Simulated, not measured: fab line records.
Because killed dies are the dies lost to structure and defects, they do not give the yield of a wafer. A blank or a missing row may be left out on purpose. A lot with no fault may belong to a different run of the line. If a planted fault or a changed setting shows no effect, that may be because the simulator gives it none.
8D (eight disciplines) problem report, filled in by code / flow sky130 / the parts of the form that need people (team, actions taken, sign-off) are left out

## 1. WHAT IS WRONG
cathode-dc-power-W at SKY_METAL5_SPUTTER_04 reads a mean of 7867.3 W on 3 wafers of 2 lots; wafers without a fault read 6500.0 W with a standard deviation of 1.2. So: +99 or more standard deviations from the usual mean.
The step: material TiN, target thk 70 nm, time 58.3 s.
Earliest sighting: wafer L446.3 on pvd-sputter-02 at day 47 20:34. Wafers with a number at this step in the record: 36, from 12 lots. The rule behind "out" and "out of limits": a value lying over 4 standard deviations away from the usual mean. The other wafers with a number count as sound.

## 2. WHAT THIS IS AND IS NOT
question=which readings at this step | is=cathode-dc-power-W | is not=throttle-valve-pct
question=which lots | is=L446, L447 | is not=L430, L432, L433, L434, L435, L436, L438, L440, L448, L449
question=which wafers of those lots | is=L446.3, L447.1, L447.5 | is not=L446.1, L446.2, L447.3
question=read on which tools | is=pvd-sputter-02 | is not=pvd-sputter-01, pvd-sputter-04
question=when | is=from day 47 20:34 | is not=up to then (26 sound wafers); but 7 sound wafers of L447, L448, L449 came after

## 3. THE SUSPECTS, EACH WITH WHAT RULES IT OUT
Counting: a tool at a process step up to the reading stays a suspect if it ran every lot that is out. Sound lots after the first of them don't rule it out here, since some wafers of a struck lot are sound.
- pvd-sputter-02 at SKY_METAL5_SPUTTER_01 (material TiN, target thk 20 nm, time 16.7 s): kept. Every lot that is out went through it, the first being L446 (day 47 20:28); the last sound lot it ran before that was L434 (day 45 03:56).
- pvd-sputter-02 at SKY_METAL5_SPUTTER_04 (material TiN, target thk 70 nm, time 58.3 s): kept. Every lot that is out went through it, the first being L446 (day 47 20:34); the last sound lot it ran before that was L434 (day 45 04:02). Its own readings are out on those wafers: cathode-dc-power-W.
After counting, pvd-sputter-02 at SKY_METAL5_SPUTTER_01 and pvd-sputter-02 at SKY_METAL5_SPUTTER_04 remain.

## 4. THE CAUSE (what the simulator had put in)
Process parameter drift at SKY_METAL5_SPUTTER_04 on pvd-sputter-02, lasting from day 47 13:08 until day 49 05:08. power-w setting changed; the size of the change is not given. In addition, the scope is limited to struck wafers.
Counting left 2 suspects, and this tool is among them.

## 5. THE EFFECT CHAIN, in route order
Rows list readings where the struck wafers' mean (over those with a number) sits beyond 3 standard deviations from the usual. Only readings whose record carries a usual standard deviation are examined. hours: median over the lots of the time between each lot's start at the first step of this table that gives one and its start at this step. sigmas: the change, counted in usual standard deviations.
hours=0; step=SKY_METAL5_SPUTTER_04; reading=cathode-dc-power-W; usual=6500.0 W; on struck wafers=7867.3; change=+1367.3; sigmas=+99 or more
It contains these process steps:
- SKY_METAL5_SPUTTER_04: material TiN, target thk 70 nm, time 58.3 s.
Later measuring or inspecting steps at which every struck wafer that the step has a row for has a number for every such reading, and none has moved that far: SKY_METAL5_THK_MEAS_06.

## 6. HOW IT WOULD HAVE BEEN CAUGHT EARLIER
First out-of-limits reading in this record: day 47 20:34, which is 7 hours after fault onset at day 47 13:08.
